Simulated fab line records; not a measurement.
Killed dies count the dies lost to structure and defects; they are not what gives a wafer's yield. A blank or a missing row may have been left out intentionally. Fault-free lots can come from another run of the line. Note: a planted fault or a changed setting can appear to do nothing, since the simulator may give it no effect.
Check for tools in common / flow gf180mcu / Sample size 14 lots and 42 wafers

== WHY IT WAS OPENED ==
At GF_MVSD_TW_MEAS_11 the reading MVSD_TW is flagged on 2 of 14 lots. Fault-free wafers read 1588, with a standard deviation of 9.1.
Rule: a lot is flagged when every wafer of it that has a number lies more than 4 standard deviations from that mean, or none has a number. All remaining lots are regarded as sound.

lot=L897; measured=day 4 10:17; on=film_metro-02; MVSD_TW, wafer by wafer=1595 1591 1586; flag=
lot=L898; measured=day 4 16:25; on=film_metro-04; MVSD_TW, wafer by wafer=1590 1594 1587; flag=
lot=L899; measured=day 4 21:56; on=film_metro-02; MVSD_TW, wafer by wafer=1600 1592 1598; flag=
lot=L900; measured=day 5 04:10; on=film_metro-04; MVSD_TW, wafer by wafer=1590 1581 1585; flag=
lot=L901; measured=day 5 09:01; on=film_metro-03; MVSD_TW, wafer by wafer=1580 1584 1575; flag=
lot=L902; measured=day 5 14:25; on=film_metro-02; MVSD_TW, wafer by wafer=1648 1660 1651; flag=FLAGGED
lot=L903; measured=day 5 20:59; on=film_metro-03; MVSD_TW, wafer by wafer=1640 1640 1641; flag=FLAGGED
lot=L904; measured=day 6 02:13; on=film_metro-02; MVSD_TW, wafer by wafer=1578 1592 1598; flag=
lot=L914; measured=day 8 17:12; on=film_metro-02; MVSD_TW, wafer by wafer=1591 1590 1591; flag=
lot=L915; measured=day 8 23:58; on=film_metro-03; MVSD_TW, wafer by wafer=1579 1577 1571; flag=
lot=L916; measured=day 9 00:35; on=film_metro-03; MVSD_TW, wafer by wafer=1588 1588 1574; flag=
lot=L917; measured=day 9 05:23; on=film_metro-03; MVSD_TW, wafer by wafer=1571 1584 1592; flag=
lot=L919; measured=day 9 19:30; on=film_metro-02; MVSD_TW, wafer by wafer=1596 1594 1596; flag=
lot=L920; measured=day 9 23:29; on=film_metro-03; MVSD_TW, wafer by wafer=1585 1577 1579; flag=
The numbers of the flagged lots are 1647 on average: +59 against the usual, or +6 standard deviations.

== EACH LOT AND THE TOOL IT RAN ON ==
The record holds 1 process step before the reading, out of a route of 602 steps. Cell contents, in order: the tool; ch with the chambers the sampled wafers went through; the start.
lot=L897; flag=; GF_MVSD_IMPLANT_09=implanter-04 ch 0, day 4 10:02
lot=L898; flag=; GF_MVSD_IMPLANT_09=implanter-04 ch 0, day 4 16:13
lot=L899; flag=; GF_MVSD_IMPLANT_09=implanter-01 ch 0, day 4 21:41
lot=L900; flag=; GF_MVSD_IMPLANT_09=implanter-04 ch 0, day 5 03:55
lot=L901; flag=; GF_MVSD_IMPLANT_09=implanter-04 ch 0, day 5 08:47
lot=L902; flag=FLAGGED; GF_MVSD_IMPLANT_09=implanter-04 ch 0, day 5 13:52
lot=L903; flag=FLAGGED; GF_MVSD_IMPLANT_09=implanter-03 ch 0, day 5 20:26
lot=L904; flag=; GF_MVSD_IMPLANT_09=implanter-03 ch 0, day 6 01:59
lot=L914; flag=; GF_MVSD_IMPLANT_09=implanter-01 ch 0, day 8 16:58
lot=L915; flag=; GF_MVSD_IMPLANT_09=implanter-04 ch 0, day 8 23:43
lot=L916; flag=; GF_MVSD_IMPLANT_09=implanter-03 ch 0, day 9 00:20
lot=L917; flag=; GF_MVSD_IMPLANT_09=implanter-03 ch 0, day 9 05:08
lot=L919; flag=; GF_MVSD_IMPLANT_09=implanter-03 ch 0, day 9 19:16
lot=L920; flag=; GF_MVSD_IMPLANT_09=implanter-01 ch 0, day 9 23:14
These steps, and what they do:
- GF_MVSD_IMPLANT_09
- GF_MVSD_TW_MEAS_11

== FLAGGED OVER TOTAL, TOOL BY TOOL (the gauges that took the reading come last) ==
step=GF_MVSD_IMPLANT_09; tool=implanter-01; lots run=3; flagged=0; share of the flagged lots=none; sound lots run after its first flagged lot=-
step=GF_MVSD_IMPLANT_09; tool=implanter-03; lots run=5; flagged=1; share of the flagged lots=some; sound lots run after its first flagged lot=4 (L904,L916,L917,L919)
step=GF_MVSD_IMPLANT_09; tool=implanter-04; lots run=6; flagged=1; share of the flagged lots=some; sound lots run after its first flagged lot=1 (L915)
step=GF_MVSD_TW_MEAS_11; tool=film_metro-02; lots run=6; flagged=1; share of the flagged lots=some; sound lots run after its first flagged lot=3 (L904,L914,L919)
step=GF_MVSD_TW_MEAS_11; tool=film_metro-03; lots run=6; flagged=1; share of the flagged lots=some; sound lots run after its first flagged lot=4 (L915,L916,L917,L920)
step=GF_MVSD_TW_MEAS_11; tool=film_metro-04; lots run=2; flagged=0; share of the flagged lots=none; sound lots run after its first flagged lot=-

== WHAT THE TABLE PERMITS ==
No row of the table ran every flagged lot.

== WHAT HAD BEEN PUT IN BY THE SIMULATOR ==
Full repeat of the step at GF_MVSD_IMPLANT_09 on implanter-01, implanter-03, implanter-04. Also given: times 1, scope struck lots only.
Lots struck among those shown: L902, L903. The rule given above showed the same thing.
